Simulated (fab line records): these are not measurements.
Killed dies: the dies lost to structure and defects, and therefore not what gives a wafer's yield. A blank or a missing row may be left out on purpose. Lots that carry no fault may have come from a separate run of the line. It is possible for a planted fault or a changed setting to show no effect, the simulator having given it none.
Split-lot trial    flow sfq line    route with 325 steps; 5 lots, 23 wafers read

== ABOUT THE SPLIT ==
At SFQ_TRILAYER_L0_LITHO_COAT_010 (resist thk 62 nm), the setting spin rpm was moved away from the recipe's 3000 rpm on 7 of the 23 wafers read, by -5.4% to +3.9%. For the rest of the wafers, this setting stayed at what the recipe calls for.

Reading taken at the split's own step.

== THE READING ==
BARC_of_TRILAYER_L0_LITHO_COAT_010.thk nm (the simulator's own value, which no gauge read), in nm, at SFQ_TRILAYER_L0_LITHO_COAT_010 (resist thk 62 nm). There is no usual value for it anywhere in the file. Across the 16 wafers here that went through the recipe, the average is 61.90 nm and the standard deviation 0.22 nm.

wafer   tool, chamber at the split  spin rpm as run, rpm  against the recipe  BARC_of_TRILAYER_L0_LITHO_COAT_010.thk nm, nm  against lot-mates on the recipe
L075.3  litho track-02, 0           3000                  recipe              62.24                                          -
L075.4  litho track-02, 0           3000                  recipe              61.97                                          -
L075.5  litho track-02, 0           3000                  recipe              61.92                                          -
L079.1  litho track-03, 0           2837                  -5.4%               63.48                                          +1.89
L079.2  litho track-03, 0           3000                  recipe              61.58                                          -
L079.4  litho track-03, 0           2837                  -5.4%               63.16                                          +1.57
L079.5  litho track-03, 0           3000                  recipe              61.45                                          -
L079.6  litho track-03, 0           3000                  recipe              61.73                                          -
L080.1  litho track-03, 0           3000                  recipe              61.7                                           -
L080.2  litho track-03, 0           2894                  -3.5%               62.9                                           +1.18
L080.3  litho track-03, 0           2894                  -3.5%               62.91                                          +1.19
L080.4  litho track-03, 0           2894                  -3.5%               63.02                                          +1.30
L080.5  litho track-03, 0           3000                  recipe              61.74                                          -
L081.1  litho track-02, 0           3116                  +3.9%               60.72                                          -1.34
L081.2  litho track-02, 0           3000                  recipe              62.03                                          -
L081.3  litho track-02, 0           3116                  +3.9%               60.76                                          -1.30
L081.5  litho track-02, 0           3000                  recipe              62.19                                          -
L081.6  litho track-02, 0           3000                  recipe              61.95                                          -
L083.2  litho track-04, 0           3000                  recipe              61.76                                          -
L083.3  litho track-04, 0           3000                  recipe              62.16                                          -
L083.4  litho track-04, 0           3000                  recipe              62.02                                          -
L083.5  litho track-04, 0           3000                  recipe              62.07                                          -
L083.6  litho track-04, 0           3000                  recipe              61.94                                          -

THE FIT
A straight line over all 23 wafers: BARC_of_TRILAYER_L0_LITHO_COAT_010.thk nm changes by -0.281 nm for each +1% of spin rpm; r = -0.96; the points scatter about the line by 0.2 nm.
The same after taking each lot's own level away (the mean of its wafers on the recipe; 23 wafers): -0.332 nm for each +1%; r = -0.99; scatter 0.12 nm.
The reading moves by 1.8 nm for the largest change in spin rpm, on that fit.
From 61.587 to 62.057 nm: that is the span of the lots' own levels, equal to 2.2 times the standard deviation above.
Hence the slope depends on the lot-to-lot level, as the two fits are not the same.
Check: for one of the wafers moved furthest among these (-5.4%), held out of the fit, the line's prediction against its lot-mates is +1.78 nm. Against them it came out at +1.89 nm.

== FILE'S OWN FIT ==
BARC_of_TRILAYER_L0_LITHO_COAT_010.thk nm changes by -0.33 nm for each +1% of spin rpm, r = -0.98.
